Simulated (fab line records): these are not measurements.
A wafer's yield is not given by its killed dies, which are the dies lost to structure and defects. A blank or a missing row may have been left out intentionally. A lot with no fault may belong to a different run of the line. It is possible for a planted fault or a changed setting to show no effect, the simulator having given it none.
fab line records	flow sky130
[record] lots = 12	wafers = 36	last_day = 51
route steps=708 shown LDD_HVP@287 SPACER@305 METAL2@489 METAL4@598 PAD_OPEN@708
lots that met no fault: from a run of the same line without faults
start_h: the number of hours between the record's first day and the start of the first shown wafer of the lot	wait_h: hours since the lot's step before	" the same as in the row above	L1.1+2: one row covering several wafers at once	- no value, or no start was given	* or withheld: withheld	< > ~ a bound
route shown NAME@n: NAME is a module with steps in the file, n the number in the route of the first one	usual: mean and standard deviation over wafers with no fault	same: alike in all rows	chamber/n: place in a boat	sites: readings site by site	_std_site: standard deviation of those values	_edge_site: outer sites' mean less inner sites'	radius_mm: for every site, how far away it sits from the centre of the wafer	mask NAME#n: copy n	behind: the last tool/chamber to shape the wafer	hold: cause of the lot's hold/its duration in hours/its outcome	device: the transistor (n, p or np) that didn't switch	end of line: the route-end tests of the same wafers	a step without rows: its recipe alone	killed: dies that structure and defects cost at the first sort, which is not the same as the wafer's yield	map: per-die view of a wafer (x killed, . not killed, _ where there is no die)
set.NAME: the run value of the setting; set.NAME@STEP: its run value at that earlier step	model.NAME: the simulator's own value behind a step, which no gauge read
steps of the route over a sample of lots; a table a step, a row a wafer
services: when a tool's chamber went out of use (start_h, in hours from the record's first day, below 0 if earlier), for how many hours, and the reason
[[steps]]
[step SKY_LDD_HVP_STRIP_09]
[recipe] chemistry = O2/N2	power_w = 1400	pressure_mtorr = 1500	platen_temp_c = withheld	o2_flow_sccm = 3000	n2_flow_sccm = 300	overash_fraction = 0.5
[usual] drypump_motor_current_A = 5.9/0.39	oes_product_au = 0.408/0.0045	strip_time_to_endpoint_s = 4.130/0.015
lot.wafer	tool	chamber	start_h	wait_h	drypump_motor_current_A	oes_product_au	rf_hours_counter_h	strip_time_to_endpoint_s
L611.3	plasma_asher-03	0	527.86	0.1	5.6	0.409	-	4.129
L611.4	"	1	"	"	6.2	0.406	-	4.134
L611.5	"	0	"	"	5.6	0.412	-	4.112
L610.1	plasma_asher-04	0	529.03	0.1	5.9	0.412	65	4.112
L610.4	"	1	"	"	6.5	0.408	-	4.105
L610.5	"	1	"	"	6.5	0.416	-	4.103
L613.1	plasma_asher-04	1	551.25	0.1	6.5	0.400	67	4.140
L613.5	"	1	"	"	6.5	0.418	-	4.146
L613.6	"	0	"	"	5.9	0.403	-	4.143
L614.4	plasma_asher-03	1	557.56	0.1	6.3	0.408	-	4.162
L614.5	"	1	"	"	6.3	0.403	-	4.143
L614.6	"	0	"	"	5.6	0.408	-	4.133
L616.1	plasma_asher-03	1	576.34	0.1	6.2	0.412	43	4.128
L616.2	"	0	"	"	5.6	0.400	43	4.154
L616.5	"	1	"	"	6.2	0.409	-	4.136
L618.4	plasma_asher-01	1	601.58	0.1	6.2	0.408	-	4.138
L618.5	"	1	"	"	6.2	0.406	-	4.129
L618.6	"	0	"	"	5.4	0.418	-	4.105
L620.3	plasma_asher-01	0	622.33	0.1	5.4	0.407	-	4.131
L620.4	"	1	"	"	6.2	0.409	-	4.110
L620.6	"	0	"	"	5.4	0.407	-	4.113
L621.1	plasma_asher-03	1	629.29	0.1	6.3	0.409	48	4.112
L621.2	"	0	"	"	5.6	0.407	48	4.117
L621.5	"	0	"	"	5.6	0.411	-	4.116
L627.1	plasma_asher-01	1	673.70	0.1	6.2	0.417	23	4.126
L627.3	"	0	"	"	5.4	0.404	-	4.125
L627.6	"	1	"	"	6.2	0.411	-	4.119
L628.1	plasma_asher-03	1	686.33	0.1	6.2	0.406	54	4.124
L628.2	"	0	"	"	5.6	0.405	54	4.133
L628.6	"	1	"	"	6.2	0.407	-	4.119
L630.4	plasma_asher-03	0	696.18	0.1	5.6	0.401	-	4.163
L630.5	"	1	"	"	6.2	0.396	-	4.133
L630.6	"	0	"	"	5.6	0.407	-	4.114
L631.1	plasma_asher-01	1	697.33	0.1	6.2	0.410	26	4.136
L631.2	"	0	"	"	5.4	0.408	26	4.141
L631.5	"	0	"	"	5.4	0.414	-	4.116
[step SKY_SPACER_THK_MEAS_01]
[recipe] reads = Si3N4_of_SPACER_CVD_00
[usual] SPACER_CVD_00_THK = 43.2/0.39
lot.wafer	tool	chamber	start_h	wait_h	SPACER_CVD_00_THK[nm]
L611.3	film_metro-01	-	561.20	0.0	42.7
L611.4	"	-	"	"	43.5
L611.5	"	-	"	"	42.9
L610.1	film_metro-01	-	562.40	0.0	43.7
L610.4	"	-	"	"	43.8
L610.5	"	-	"	"	43.8
L613.1	film_metro-04	-	584.43	0.0	43.5
L613.5	"	-	"	"	43.2
L613.6	"	-	"	"	43.5
L614.4	film_metro-03	-	590.83	0.0	43.2
L614.5	"	-	"	"	43.2
L614.6	"	-	"	"	43.0
L616.1	film_metro-03	-	609.08	0.0	42.7
L616.2	"	-	"	"	43.2
L616.5	"	-	"	"	42.8
L618.4	film_metro-03	-	635.00	0.0	42.9
L618.5	"	-	"	"	43.3
L618.6	"	-	"	"	43.0
L620.3	film_metro-04	-	656.91	0.0	42.5
L620.4	"	-	"	"	42.8
L620.6	"	-	"	"	42.9
L621.1	film_metro-03	-	662.35	0.0	42.9
L621.2	"	-	"	"	42.6
L621.5	"	-	"	"	42.7
L627.1	film_metro-03	-	706.28	0.0	43.0
L627.3	"	-	"	"	43.1
L627.6	"	-	"	"	43.3
L628.1	film_metro-01	-	718.70	0.0	43.3
L628.2	"	-	"	"	43.3
L628.6	"	-	"	"	43.5
L630.4	film_metro-04	-	728.82	0.0	42.4
L630.5	"	-	"	"	42.3
L630.6	"	-	"	"	42.3
L631.1	film_metro-04	-	730.59	0.0	44.1
L631.2	"	-	"	"	43.7
L631.5	"	-	"	"	44.0
[step SKY_METAL2_THK_MEAS_06]
[recipe] thk_meas_gauge = xrf	reads = AlCu_of_METAL2_SPUTTER_02
[usual] METAL2_ALCU_THK = 241.8/2.8
lot.wafer	tool	chamber	start_h	wait_h	METAL2_ALCU_THK[nm]
L611.3	film_metro-02	-	840.66	0.1	241.7
L611.4	"	-	"	"	245.7
L611.5	"	-	"	"	244.8
L610.1	film_metro-02	-	841.59	0.1	239.0
L610.4	"	-	"	"	244.6
L610.5	"	-	"	"	239.8
L613.1	film_metro-03	-	858.29	0.1	243.8
L613.5	"	-	"	"	242.7
L613.6	"	-	"	"	241.2
L614.4	film_metro-02	-	865.17	0.1	245.0
L614.5	"	-	"	"	246.6
L614.6	"	-	"	"	245.6
L616.1	film_metro-02	-	881.69	0.1	245.2
L616.2	"	-	"	"	243.1
L616.5	"	-	"	"	237.9
L618.4	film_metro-04	-	903.23	0.1	247.7
L618.5	"	-	"	"	249.0
L618.6	"	-	"	"	244.9
L620.3	film_metro-02	-	921.23	0.1	244.6
L620.4	"	-	"	"	243.5
L620.6	"	-	"	"	241.3
L621.1	film_metro-03	-	925.80	0.1	240.1
L621.2	"	-	"	"	242.2
L621.5	"	-	"	"	242.5
L627.1	film_metro-04	-	960.28	0.1	238.5
L627.3	"	-	"	"	239.1
L627.6	"	-	"	"	237.7
L628.1	film_metro-04	-	973.14	0.1	240.2
L628.2	"	-	"	"	241.9
L628.6	"	-	"	"	240.1
L630.4	film_metro-02	-	979.81	0.1	244.7
L630.5	"	-	"	"	243.5
L630.6	"	-	"	"	243.5
L631.1	film_metro-02	-	981.84	0.1	244.2
L631.2	"	-	"	"	241.7
L631.5	"	-	"	"	243.2
[step SKY_METAL4_SPUTTER_00]
[recipe] material = Ti	target_thk_nm = 15	power_w = 3000	time_s = 10	chamber_pressure_pa = 0.4
[usual] throttle_valve_pct = 30.2/1.2
lot.wafer	tool	chamber	start_h	wait_h	throttle_valve_pct
L611.3	pvd_sputter-01	-	974.76	0.2	31.1
L611.4	"	-	"	"	31.1
L611.5	"	-	"	"	31.3
L610.1	pvd_sputter-01	-	977.48	0.1	31.8
L610.4	"	-	"	"	31.2
L610.5	"	-	"	"	31.2
L613.1	pvd_sputter-01	-	992.66	0.1	31.0
L613.5	"	-	"	"	31.1
L613.6	"	-	"	"	31.6
L614.4	pvd_sputter-03	-	997.76	0.2	29.7
L614.5	"	-	"	"	29.9
L614.6	"	-	"	"	29.7
L616.1	pvd_sputter-01	-	1017.27	0.1	31.7
L616.2	"	-	"	"	31.3
L616.5	"	-	"	"	31.1
L618.4	pvd_sputter-02	-	1034.41	0.2	29.5
L618.5	"	-	"	"	28.5
L618.6	"	-	"	"	30.0
L620.3	pvd_sputter-01	-	1048.51	0.1	32.0
L620.4	"	-	"	"	31.1
L620.6	"	-	"	"	31.1
L621.1	pvd_sputter-01	-	1052.67	0.2	31.3
L621.2	"	-	"	"	31.3
L621.5	"	-	"	"	31.3
L627.1	pvd_sputter-02	-	1083.69	0.1	29.6
L627.3	"	-	"	"	29.7
L627.6	"	-	"	"	30.1
L628.1	pvd_sputter-01	-	1096.21	0.2	31.1
L628.2	"	-	"	"	31.0
L628.6	"	-	"	"	31.3
L630.4	pvd_sputter-01	-	1101.23	0.2	31.1
L630.5	"	-	"	"	31.3
L630.6	"	-	"	"	31.7
L631.1	pvd_sputter-01	-	1102.45	0.1	31.7
L631.2	"	-	"	"	31.0
L631.5	"	-	"	"	31.4
[step SKY_PAD_OPEN_PROBE_99]
[usual] defect_limited_yield = 82.6/1.7	killed_at_M0_to_M3 = 43/7	killed_at_M4_up = 3.1/1.5	killed_at_contacts = 23/4.9	killed_at_front_end = 16/3.9	killed_at_other = 0.3/0.52	killed_dies = 86/8.2	killed_open = 47/6.1	killed_short = 38/5.8	sort_bin_3_pad_short = 0.8/0.41	sort_bin_5_function = 10.2/1.3	sort_bin_6_memory = 6.4/1.1	sort_n_pass = 406/8.2	sort_yield_pct = 82.6/1.7
[same] gross_dies = 492	killed_at_back_side = 0	sort_bin_4_leakage[%] = 0	sort_bin_8_speed[%] = 0
lot.wafer	tool	chamber	start_h	wait_h	hold	defect_limited_yield[%]	killed_at_M0_to_M3	killed_at_M4_up	killed_at_contacts	killed_at_front_end	killed_at_other	killed_dies	killed_open	killed_short	sort_bin_3_pad_short[%]	sort_bin_5_function[%]	sort_bin_6_memory[%]	sort_n_pass	sort_yield_pct[%]
L611.3	prober-01	-	1119.70	0.2	-	82.3	36	3	31	17	0	87	43	42	0.4	10.4	6.9	405	82.3
L611.4	prober-01	-	1119.75	0.2	-	83.1	35	3	25	20	0	83	49	33	0.8	10.0	6.1	409	83.1
L611.5	prober-01	-	1119.80	0.2	-	85.0	30	2	22	19	1	74	40	34	1.2	8.7	5.1	418	85.0
L610.1	prober-02	-	1120.28	0.1	-	80.7	45	2	30	18	0	95	52	43	0.8	10.2	8.3	397	80.7
L610.4	prober-02	-	1120.43	0.2	-	83.3	44	5	16	17	0	82	49	33	0.8	10.6	5.3	410	83.3
L610.5	prober-02	-	1120.48	0.2	-	83.3	42	4	23	13	0	82	47	35	0.6	9.8	6.3	410	83.3
L613.1	prober-02	-	1133.32	0.1	-	80.5	49	5	26	16	0	96	50	45	1.4	10.6	7.5	396	80.5
L613.5	prober-02	-	1133.52	0.2	-	84.8	40	2	22	11	0	75	40	32	0.6	9.3	5.3	417	84.8
L613.6	prober-02	-	1133.57	0.2	-	82.7	49	2	22	11	1	85	51	34	0.2	11.4	5.7	407	82.7
L614.4	prober-01	-	1140.16	0.2	-	83.5	44	3	21	13	0	81	42	39	1.0	10.2	5.3	411	83.5
L614.5	prober-01	-	1140.21	0.2	-	81.5	50	2	21	18	0	91	52	39	1.0	11.8	5.7	401	81.5
L614.6	prober-01	-	1140.26	0.2	-	80.9	57	5	20	12	0	94	57	37	0.6	11.6	6.9	398	80.9
L616.1	prober-01	-	1153.14	0.1	-	80.1	44	4	26	24	0	98	53	45	1.4	14.0	4.5	394	80.1
L616.2	prober-01	-	1153.19	0.1	-	83.3	46	3	18	14	1	82	48	33	0.6	8.5	7.5	410	83.3
L616.5	prober-01	-	1153.34	0.2	-	83.9	39	0	25	14	1	79	41	37	0.4	8.9	6.7	413	83.9
L618.4	prober-01	-	1167.12	0.2	-	83.9	37	5	14	22	1	79	42	36	1.2	9.6	5.3	413	83.9
L618.5	prober-01	-	1167.17	0.2	-	83.9	42	4	17	16	0	79	40	38	0.8	8.9	6.3	413	83.9
L618.6	prober-01	-	1167.22	0.2	-	86.0	36	1	13	18	1	69	40	29	0.2	8.9	4.9	423	86.0
L620.3	prober-02	-	1180.77	0.2	-	84.1	52	4	12	10	0	78	45	33	0.4	8.5	6.9	414	84.1
L620.4	prober-02	-	1180.82	0.2	-	80.1	60	3	18	16	1	98	57	41	1.0	12.0	6.9	394	80.1
L620.6	prober-02	-	1180.92	0.2	-	82.3	41	4	21	20	1	87	45	42	0.4	10.0	7.3	405	82.3
L621.1	prober-01	-	1185.72	0.1	-	81.9	46	3	26	13	1	89	49	40	0.2	11.2	6.7	403	81.9
L621.2	prober-01	-	1185.77	0.1	-	82.7	43	3	22	17	0	85	43	42	1.4	10.0	5.9	407	82.7
L621.5	prober-01	-	1185.92	0.2	-	82.7	48	3	22	12	0	85	43	42	1.0	9.8	6.5	407	82.7
L627.1	prober-02	-	1208.70	0.1	-	84.1	39	2	23	14	0	78	45	33	0.6	10.6	4.7	414	84.1
L627.3	prober-02	-	1208.80	0.2	-	83.1	39	2	19	23	0	83	51	32	1.2	8.1	7.5	409	83.1
L627.6	prober-02	-	1208.95	0.2	-	77.8	58	6	29	16	0	109	55	54	1.2	12.2	8.7	383	77.8
L628.1	prober-02	-	1218.31	0.1	await_dispo/2.1h/release	79.5	37	27	20	17	0	101	42	32	2.2	11.4	6.9	391	79.5
L628.2	prober-02	-	1218.36	0.1	await_dispo/2.1h/release	73.6	38	59	21	12	0	130	41	33	3.9	14.6	7.9	362	73.6
L628.6	prober-02	-	1218.56	0.2	await_dispo/2.1h/release	74.2	36	62	17	12	0	127	39	28	2.4	16.9	6.5	365	74.2
L631.1	prober-02	-	1223.15	0.1	await_dispo/5.0h/release	74.0	38	54	24	12	0	128	40	35	3.7	16.7	5.7	364	74.0
L631.2	prober-02	-	1223.20	0.1	await_dispo/5.0h/release	78.9	29	34	28	13	0	104	41	31	2.4	12.8	5.9	388	78.9
L631.5	prober-02	-	1223.35	0.2	await_dispo/5.0h/release	71.3	44	54	28	15	0	141	50	39	3.3	19.1	6.3	351	71.3
L630.4	prober-01	-	1223.99	0.2	await_dispo/3.8h/release	77.8	42	29	24	14	0	109	44	39	2.0	15.4	4.7	383	77.8
L630.5	prober-01	-	1224.04	0.2	await_dispo/3.8h/release	77.2	40	32	22	17	1	112	35	47	1.4	14.6	6.7	380	77.2
L630.6	prober-01	-	1224.09	0.2	await_dispo/3.8h/release	74.2	44	51	23	9	0	127	38	37	3.7	15.9	6.3	365	74.2
// killed by level:class
L611.3 LI_CONTACT:geometric_particle:open=11 CONTACT:geometric_particle:open=9 VIA2:geometric_particle:short=7 VIA3:geometric_particle:open=7 FIELD_ISO:geometric_particle:short=5 POLY_GATE:geometric_particle:short=4 CONTACT:geometric_particle:short=4 VIA1:geometric_particle:open=4
L611.4 LI_CONTACT:geometric_particle:open=11 VIA1:geometric_particle:open=8 CONTACT:geometric_particle:open=6 METAL1:geometric_particle:open=6 POLY_GATE:geometric_particle:open=5 POLY_GATE:geometric_particle:short=5 CONTACT:geometric_particle:short=5 VIA3:geometric_particle:open=5
L611.5 VIA1:geometric_particle:open=10 CONTACT:geometric_particle:open=8 FIELD_ISO:geometric_particle:open=6 LI_CONTACT:geometric_particle:short=5 VIA3:geometric_particle:open=5 METAL2:geometric_particle:short=5 FIELD_ISO:geometric_particle:short=4 LOCAL_INTERCONNECT:geometric_particle:short=4
L610.1 METAL1:geometric_particle:short=10 CONTACT:geometric_particle:open=10 LI_CONTACT:geometric_particle:open=9 VIA2:geometric_particle:open=7 VIA1:geometric_particle:open=7 FIELD_ISO:geometric_particle:short=6 FIELD_ISO:geometric_particle:open=6 METAL2:geometric_particle:short=6
L610.4 VIA2:geometric_particle:open=12 LI_CONTACT:geometric_particle:open=6 VIA1:geometric_particle:open=6 METAL2:geometric_particle:short=5 CONTACT:geometric_particle:open=5 VIA3:geometric_particle:open=5 POLY_GATE:geometric_particle:short=4 METAL1:geometric_particle:short=4
L610.5 CONTACT:geometric_particle:open=8 VIA3:geometric_particle:open=8 VIA2:geometric_particle:open=7 LOCAL_INTERCONNECT:geometric_particle:short=6 VIA1:geometric_particle:open=6 LI_CONTACT:geometric_particle:open=4 METAL2:geometric_particle:short=4 METAL1:geometric_particle:short=4
L613.1 VIA1:geometric_particle:open=12 CONTACT:geometric_particle:open=10 VIA1:geometric_particle:short=10 LI_CONTACT:geometric_particle:open=7 FIELD_ISO:geometric_particle:open=5 POLY_GATE:geometric_particle:open=5 METAL2:geometric_particle:short=5 VIA3:geometric_particle:open=5
L613.5 VIA1:geometric_particle:open=11 LI_CONTACT:geometric_particle:open=7 CONTACT:geometric_particle:open=6 METAL1:geometric_particle:short=5 METAL2:geometric_particle:short=5 LOCAL_INTERCONNECT:geometric_particle:short=4 CONTACT:geometric_particle:short=4 VIA1:geometric_particle:short=4
L613.6 VIA1:geometric_particle:open=13 LI_CONTACT:geometric_particle:open=8 METAL2:geometric_particle:short=7 VIA3:geometric_particle:open=6 CONTACT:geometric_particle:open=6 VIA2:geometric_particle:open=6 VIA1:geometric_particle:short=5 FIELD_ISO:geometric_particle:short=4
L614.4 VIA1:geometric_particle:open=13 LI_CONTACT:geometric_particle:open=7 METAL1:geometric_particle:short=7 FIELD_ISO:geometric_particle:open=5 CONTACT:geometric_particle:short=5 METAL2:geometric_particle:short=5 VIA1:geometric_particle:short=5 POLY_GATE:geometric_particle:short=4
L614.5 VIA1:geometric_particle:open=12 VIA3:geometric_particle:open=10 LI_CONTACT:geometric_particle:open=8 POLY_GATE:geometric_particle:short=7 METAL1:geometric_particle:short=7 CONTACT:geometric_particle:open=5 VIA1:geometric_particle:short=5 FIELD_ISO:geometric_particle:open=3
L614.6 VIA1:geometric_particle:open=13 VIA3:geometric_particle:open=10 METAL1:geometric_particle:short=10 CONTACT:geometric_particle:open=8 LI_CONTACT:geometric_particle:open=6 VIA1:geometric_particle:short=6 VIA2:geometric_particle:open=5 METAL2:geometric_particle:short=5
L616.1 VIA1:geometric_particle:open=13 VIA2:geometric_particle:open=8 LI_CONTACT:geometric_particle:open=7 FIELD_ISO:geometric_particle:open=6 FIELD_ISO:geometric_particle:short=5 METAL1:geometric_particle:short=5 LI_CONTACT:geometric_particle:short=5 POLY_GATE:geometric_particle:open=5
L616.2 VIA1:geometric_particle:open=11 LI_CONTACT:geometric_particle:open=8 VIA1:geometric_particle:short=6 VIA2:geometric_particle:open=6 METAL2:geometric_particle:short=5 VIA3:geometric_particle:open=5 FIELD_ISO:geometric_particle:short=4 FIELD_ISO:geometric_particle:open=4
L616.5 CONTACT:geometric_particle:open=8 VIA1:geometric_particle:open=7 LI_CONTACT:geometric_particle:open=6 METAL1:geometric_particle:short=6 POLY_GATE:geometric_particle:open=5 CONTACT:geometric_particle:short=5 VIA2:geometric_particle:short=5 METAL3:geometric_particle:short=5
L618.4 POLY_GATE:geometric_particle:open=8 VIA1:geometric_particle:open=8 VIA3:geometric_particle:open=7 POLY_GATE:geometric_particle:short=6 FIELD_ISO:geometric_particle:short=5 LOCAL_INTERCONNECT:geometric_particle:short=5 CONTACT:geometric_particle:open=5 METAL1:geometric_particle:short=5
L618.5 VIA1:geometric_particle:open=10 METAL1:geometric_particle:short=6 VIA2:geometric_particle:open=5 CONTACT:geometric_particle:open=5 VIA1:geometric_particle:short=5 VIA3:geometric_particle:open=5 METAL4:geometric_particle:short=4 FIELD_ISO:geometric_particle:open=3
L618.6 LI_CONTACT:geometric_particle:open=6 VIA3:geometric_particle:open=6 VIA2:geometric_particle:open=6 FIELD_ISO:geometric_particle:short=4 POLY_GATE:geometric_particle:short=4 POLY_GATE:geometric_particle:open=4 VIA1:geometric_particle:open=4 METAL1:geometric_particle:short=4
L620.3 VIA2:geometric_particle:open=13 VIA1:geometric_particle:open=9 METAL2:geometric_particle:short=7 VIA1:geometric_particle:short=6 FIELD_ISO:geometric_particle:open=4 LI_CONTACT:geometric_particle:open=4 VIA3:geometric_particle:open=4 POLY_GATE:geometric_particle:short=3
L620.4 VIA1:geometric_particle:open=16 VIA3:geometric_particle:open=10 CONTACT:geometric_particle:open=8 VIA2:geometric_particle:open=7 METAL2:geometric_particle:short=6 VIA2:geometric_particle:short=5 LOCAL_INTERCONNECT:geometric_particle:short=4 LI_CONTACT:geometric_particle:open=4
L620.6 VIA2:geometric_particle:open=9 FIELD_ISO:geometric_particle:short=8 CONTACT:geometric_particle:open=8 VIA1:geometric_particle:open=7 VIA1:geometric_particle:short=6 VIA3:geometric_particle:open=6 CONTACT:geometric_particle:short=5 FIELD_ISO:geometric_particle:open=4
L621.1 VIA3:geometric_particle:open=13 VIA1:geometric_particle:open=9 LI_CONTACT:geometric_particle:open=8 CONTACT:geometric_particle:open=7 POLY_GATE:geometric_particle:short=6 METAL1:geometric_particle:short=5 FIELD_ISO:geometric_particle:short=4 CONTACT:geometric_particle:short=4
L621.2 CONTACT:geometric_particle:open=11 VIA2:geometric_particle:open=10 VIA1:geometric_particle:open=8 POLY_GATE:geometric_particle:short=6 VIA1:geometric_particle:short=6 LOCAL_INTERCONNECT:geometric_particle:short=5 FIELD_ISO:geometric_particle:short=4 METAL1:geometric_particle:short=4
L621.5 CONTACT:geometric_particle:open=16 VIA1:geometric_particle:short=11 VIA1:geometric_particle:open=7 VIA2:geometric_particle:open=6 VIA3:geometric_particle:open=5 VIA3:geometric_particle:short=5 POLY_GATE:geometric_particle:short=4 LI_CONTACT:geometric_particle:short=3
L627.1 CONTACT:geometric_particle:open=11 VIA3:geometric_particle:open=9 METAL1:geometric_particle:short=7 VIA1:geometric_particle:open=6 LI_CONTACT:geometric_particle:open=6 POLY_GATE:geometric_particle:short=5 VIA1:geometric_particle:short=5 POLY_GATE:geometric_particle:open=4
L627.3 CONTACT:geometric_particle:open=10 VIA1:geometric_particle:open=9 FIELD_ISO:geometric_particle:open=8 VIA3:geometric_particle:open=7 POLY_GATE:geometric_particle:open=6 VIA2:geometric_particle:open=6 METAL1:geometric_particle:short=5 METAL2:geometric_particle:short=5
L627.6 VIA1:geometric_particle:open=11 VIA2:geometric_particle:open=11 LI_CONTACT:geometric_particle:open=8 LOCAL_INTERCONNECT:geometric_particle:short=8 CONTACT:geometric_particle:open=8 METAL1:geometric_particle:short=8 VIA1:geometric_particle:short=7 VIA3:geometric_particle:open=6
L628.1 METAL4:unspecified=25 CONTACT:geometric_particle:open=7 VIA2:geometric_particle:open=7 VIA1:geometric_particle:open=7 FIELD_ISO:geometric_particle:short=6 VIA1:geometric_particle:short=5 METAL2:geometric_particle:short=5 FIELD_ISO:geometric_particle:open=4
L628.2 METAL4:unspecified=56 CONTACT:geometric_particle:open=8 VIA2:geometric_particle:open=7 VIA3:geometric_particle:open=7 LI_CONTACT:geometric_particle:open=6 VIA1:geometric_particle:open=6 METAL1:geometric_particle:short=5 POLY_GATE:geometric_particle:short=4
L628.6 METAL4:unspecified=60 VIA1:geometric_particle:open=12 CONTACT:geometric_particle:open=11 VIA1:geometric_particle:short=7 FIELD_ISO:geometric_particle:short=4 POLY_GATE:geometric_particle:short=4 LI_CONTACT:geometric_particle:open=4 FIELD_ISO:geometric_particle:open=3
L631.1 METAL4:unspecified=53 CONTACT:geometric_particle:open=11 VIA1:geometric_particle:open=9 VIA2:geometric_particle:short=6 FIELD_ISO:geometric_particle:short=5 LI_CONTACT:geometric_particle:open=5 METAL2:geometric_particle:short=5 CONTACT:geometric_particle:short=4
L631.2 METAL4:unspecified=32 CONTACT:geometric_particle:open=12 VIA2:geometric_particle:open=6 CONTACT:geometric_particle:short=5 VIA1:geometric_particle:open=5 VIA3:geometric_particle:open=5 POLY_GATE:geometric_particle:open=4 LI_CONTACT:geometric_particle:open=4
L631.5 METAL4:unspecified=52 VIA2:geometric_particle:open=11 LI_CONTACT:geometric_particle:open=10 CONTACT:geometric_particle:open=8 VIA1:geometric_particle:open=7 METAL2:geometric_particle:short=7 LOCAL_INTERCONNECT:geometric_particle:short=6 VIA3:geometric_particle:open=5
L630.4 METAL4:unspecified=25 VIA1:geometric_particle:open=9 CONTACT:geometric_particle:open=8 VIA3:geometric_particle:open=8 VIA2:geometric_particle:open=6 VIA3:geometric_particle:short=5 LI_CONTACT:geometric_particle:open=5 LOCAL_INTERCONNECT:geometric_particle:short=5
L630.5 METAL4:unspecified=29 FIELD_ISO:geometric_particle:short=8 METAL2:geometric_particle:short=8 LI_CONTACT:geometric_particle:open=6 CONTACT:geometric_particle:open=6 LOCAL_INTERCONNECT:geometric_particle:short=6 VIA1:geometric_particle:short=5 METAL1:geometric_particle:short=5
L630.6 METAL4:unspecified=50 VIA1:geometric_particle:open=11 VIA3:geometric_particle:open=8 VIA2:geometric_particle:short=5 CONTACT:geometric_particle:short=5 CONTACT:geometric_particle:open=5 VIA1:geometric_particle:short=5 METAL2:geometric_particle:short=5
[[services]]
tool	chamber	start_h	hours	kind
pvd_sputter-03	-	508.26	2.0	repair
plasma_asher-01	-	517.58	0.3	repair
pvd_sputter-01	-	527.47	0.8	repair
pvd_sputter-01	-	538.19	3.2	repair
pvd_sputter-03	-	549.00	3.8	repair
plasma_asher-04	-	574.31	4.3	pm
plasma_asher-03	-	577.25	0.3	repair
plasma_asher-01	-	646.88	2.3	repair
pvd_sputter-02	-	647.43	1.9	repair
plasma_asher-03	-	654.46	1.9	repair
plasma_asher-03	-	725.99	1.6	repair
pvd_sputter-02	-	745.58	1.9	repair
pvd_sputter-01	-	752.03	0.8	repair
pvd_sputter-01	-	754.70	7.4	repair
plasma_asher-03	-	763.29	14.6	pm
pvd_sputter-02	-	772.23	1.0	repair
plasma_asher-01	-	884.84	2.0	repair
pvd_sputter-02	-	937.82	1.3	repair
plasma_asher-01	-	949.62	14.6	pm
plasma_asher-03	-	967.43	0.3	repair
pvd_sputter-02	-	970.14	3.6	repair
pvd_sputter-01	-	1037.97	3.9	repair
plasma_asher-04	-	1055.25	9.0	pm
plasma_asher-04	-	1057.09	1.1	repair
[[key]]
[first_sign] step = SKY_PAD_OPEN_PROBE_99	reading = killed_at_M4_up	direction = up	sigmas = 28	usual = 3.1	struck = 44.7
[effect] step = SKY_PAD_OPEN_PROBE_99	reading = sort_bin_3_pad_short	direction = up	sigmas = 4.8	usual = 0.8	struck = 2.8	wafers_moved = 8
met_at SKY_METAL4_SPUTTER_00
struck_lots L628,L630,L631
not_acting_at SKY_LDD_HVP_STRIP_09,SKY_SPACER_THK_MEAS_01,SKY_METAL2_THK_MEAS_06
onset_between 1052.67 1096.21
also_fits time
[fault] kind = chamber_particle_source	tool = pvd_sputter-01	chamber = -	onset_h = 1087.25	steps = SKY_METAL4_SPUTTER_00	rate_per_visit_cm2 = 1.2567	end_h = 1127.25
